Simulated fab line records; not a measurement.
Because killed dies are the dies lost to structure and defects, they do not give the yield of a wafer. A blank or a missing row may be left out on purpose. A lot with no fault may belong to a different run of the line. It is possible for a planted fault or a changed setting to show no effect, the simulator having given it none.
The tool behind it: which one?    flow sky130    12 lots, 36 wafers sampled, at 5 steps of a route of 708

## WHAT EACH GAUGE READ, for each wafer
SKY_RES_PROTECT_TW_MEAS_08.
lot   measured      on            POLY_GATE_TW
L468  day 14 22:01  filmMetro-01  4061 4071 4062
L469  day 15 22:40  filmMetro-01  4057 4063 4043
L470  day 16 00:37  filmMetro-03  4070 4060 4070
L472  day 16 19:19  filmMetro-04  4057 4080 4066
L474  day 17 08:43  filmMetro-03  4032 4055 4030
L475  day 17 14:23  filmMetro-04  4120 4116 4114
L476  day 18 10:39  filmMetro-01  4074 4047 4058
L482  day 20 08:40  filmMetro-03  4099 4107 4088
L485  day 21 10:07  filmMetro-01  4070 4071 4075
L487  day 22 12:22  filmMetro-01  4054 4026 4032
L488  day 23 07:04  filmMetro-03  4110 4102 4098
L490  day 23 18:01  filmMetro-03  4111 4078 4075

SKY_POLY_GATE_THK_MEAS_21.
lot   measured      on            POLY_GATE_OXIDATION_THK (nm)
L468  day 16 09:20  filmMetro-01  3.92 3.93 3.93
L469  day 17 07:26  filmMetro-03  3.87 3.80 3.88
L470  day 17 11:31  filmMetro-02  3.96 4.00 3.97
L472  day 18 07:25  filmMetro-02  4.14 4.19 4.08
L474  day 18 21:15  filmMetro-01  4.09 4.02 4.01
L475  day 19 04:11  filmMetro-02  4.05 3.97 4.11
L476  day 19 20:33  filmMetro-02  4.01 3.99 4.02
L482  day 21 18:55  filmMetro-01  4.16 4.11 4.04
L485  day 22 19:10  filmMetro-02  4.03 4.01 3.92
L487  day 23 23:55  filmMetro-02  3.90 3.91 3.92
L488  day 24 14:11  filmMetro-03  3.92 3.94 4.02
L490  day 25 02:21  filmMetro-01  3.91 4.01 4.11

SKY_SD_P_CD_MEAS_07: the cd target is 380 nm.
lot   measured      on        cdNm (nm)
L468  day 25 04:42  cdSem-02  380.8 381.2 380.4
L469  day 26 04:10  cdSem-02  380.7 382.4 381.9
L470  day 26 06:39  cdSem-02  377.8 376.7 376.9
L472  day 27 09:22  cdSem-01  376.2 374.9 377.2
L474  day 28 00:08  cdSem-01  382.6 382.8 386.1
L475  day 28 01:14  cdSem-01  377.7 380.7 378.9
L476  day 28 13:25  cdSem-01  379.8 380.2 378.8
L482  day 30 07:07  cdSem-02  264.7 268.2 266.1
L485  day 31 04:27  cdSem-01  287.2 287.5 286.0
L487  day 32 09:49  cdSem-02  379.8 379.1 380.6
L488  day 32 22:04  cdSem-01  376.0 377.3 373.9
L490  day 33 06:32  cdSem-01  382.0 381.7 385.3

## WHAT TOOL EACH LOT RAN ON (gives the tool, then ch and the chambers of the sampled wafers, and finally the start)
lot   SKY_POLY_GATE_ETCH_15              SKY_SD_P_DEVELOP_06
L468  rieDiel-04 ch 0,2, day 16 06:01    lithoTrack-01 ch 0, day 25 04:33
L469  rieDiel-04 ch 1,2, day 17 05:46    lithoTrack-01 ch 0, day 26 04:01
L470  rieDiel-02 ch 0,1, day 17 07:46    lithoTrack-01 ch 0, day 26 06:30
L472  rieDiel-02 ch 2,3, day 18 03:28    lithoTrack-03 ch 0, day 27 07:15
L474  rieDiel-02 ch 1,2,3, day 18 16:12  lithoTrack-01 ch 0, day 27 20:33
L475  rieDiel-01 ch 0,1, day 19 01:00    lithoTrack-01 ch 0, day 28 00:01
L476  rieDiel-04 ch 0,1,2, day 19 18:55  lithoTrack-03 ch 0, day 28 13:16
L482  rieDiel-04 ch 1,3, day 21 16:30    lithoTrack-01 ch 0, day 30 06:58
L485  rieDiel-04 ch 2,3, day 22 17:27    lithoTrack-01 ch 0, day 31 04:18
L487  rieDiel-02 ch 0,1,3, day 23 22:16  lithoTrack-04 ch 0, day 32 09:40
L488  rieDiel-01 ch 0,1,2, day 24 12:33  lithoTrack-03 ch 0, day 32 21:55
L490  rieDiel-04 ch 2,3, day 25 00:42    lithoTrack-03 ch 0, day 33 06:24
- SKY_POLY_GATE_ETCH_15: etches BARC in N2/H2, stops on SiO2, time 118.5 s, target depth 110 nm.
- SKY_SD_P_DEVELOP_06: develop time 60 s.

## AS READ BY THE TOOLS THEMSELVES (means over the sampled wafers that have a number; for cases with no such wafer, the mark the record gives instead)
SKY_POLY_GATE_ETCH_15.
lot   tool        biasW (W)  drypumpMotorCurrentA (A)  h2FlowSccm (sccm)  n2FlowSccm (sccm)  oesProductAu (a.u.)  throttleValvePct (%)
L468  rieDiel-04  99.8       5.8                       199.9              100.0              0.714                13.209
L469  rieDiel-04  99.9       5.7                       200.4              100.2              0.714                13.208
L470  rieDiel-02  100.3      5.5                       200.0              100.1              0.717                13.218
L472  rieDiel-02  99.7       5.5                       199.5              100.0              0.716                13.201
L474  rieDiel-02  100.0      5.8                       200.2              100.1              0.714                13.216
L475  rieDiel-01  99.9       5.6                       200.0              99.9               0.715                13.216
L476  rieDiel-04  99.8       5.8                       200.2              99.9               0.717                13.210
L482  rieDiel-04  100.3      5.5                       200.4              100.2              0.717                13.211
L485  rieDiel-04  100.0      5.6                       200.5              99.7               0.719                13.211
L487  rieDiel-02  100.1      5.4                       199.8              100.1              0.715                13.211
L488  rieDiel-01  100.2      5.5                       199.7              100.0              0.713                13.215
L490  rieDiel-04  99.9       5.6                       200.7              100.0              0.717                13.218

SKY_SD_P_DEVELOP_06.
lot   tool           developerTempC (C)
L468  lithoTrack-01  23.14
L469  lithoTrack-01  22.95
L470  lithoTrack-01  22.88
L472  lithoTrack-03  23.05
L474  lithoTrack-01  23.05
L475  lithoTrack-01  22.95
L476  lithoTrack-03  22.94
L482  lithoTrack-01  23.15
L485  lithoTrack-01  22.88
L487  lithoTrack-04  23.11
L488  lithoTrack-03  23.01
L490  lithoTrack-03  23.04

## THE ANSWER, worked out from the rows above alone
Rule: what is usual is taken from the lots themselves. The widest of any qualifying gaps counts: lots, ordered by their means at a reading, are off when they make up no more than a third of the lots, leave a main group of 4 or more, and stand apart from it by 3 or more times the standard deviation of that group's means. A main group is skipped when, at the precision printed for the reading in the tables above, its means are all equal. A lot without any number at a reading at which 4 lots or more have one is off too. The other lots that the step has rows for count as sound. Order of review: gauges by route order, followed by the tools' own readings, for which a lot's mean as printed above is used. The first step at which some lot is off is used, and at that step the reading that is off furthest; a lot without a number counts as furthest.
Off: L482, L485, at SKY_SD_P_CD_MEAS_07 (cdNm). Mean 379.7 nm and standard deviation 2.6 in the main group.
A tool fits if, at a process step before that reading, it ran every lot that is off, and no sound lot after the first of them. Those tools and the gauges at SKY_SD_P_CD_MEAS_07 are tried in the same way. One candidate fits, namely lithoTrack-01 at SKY_SD_P_DEVELOP_06. Its last sound lot is L475 (day 28 00:01), its first lot that is off L482 (day 30 06:58): a fault that began between those two fits.

## WHAT THE SIMULATOR PUT IN
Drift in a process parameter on lithoTrack-01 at SKY_SD_P_DEVELOP_06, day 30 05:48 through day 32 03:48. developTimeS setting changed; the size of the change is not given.
Shown lots that were struck: L482, L485. The same result came from the rule above.
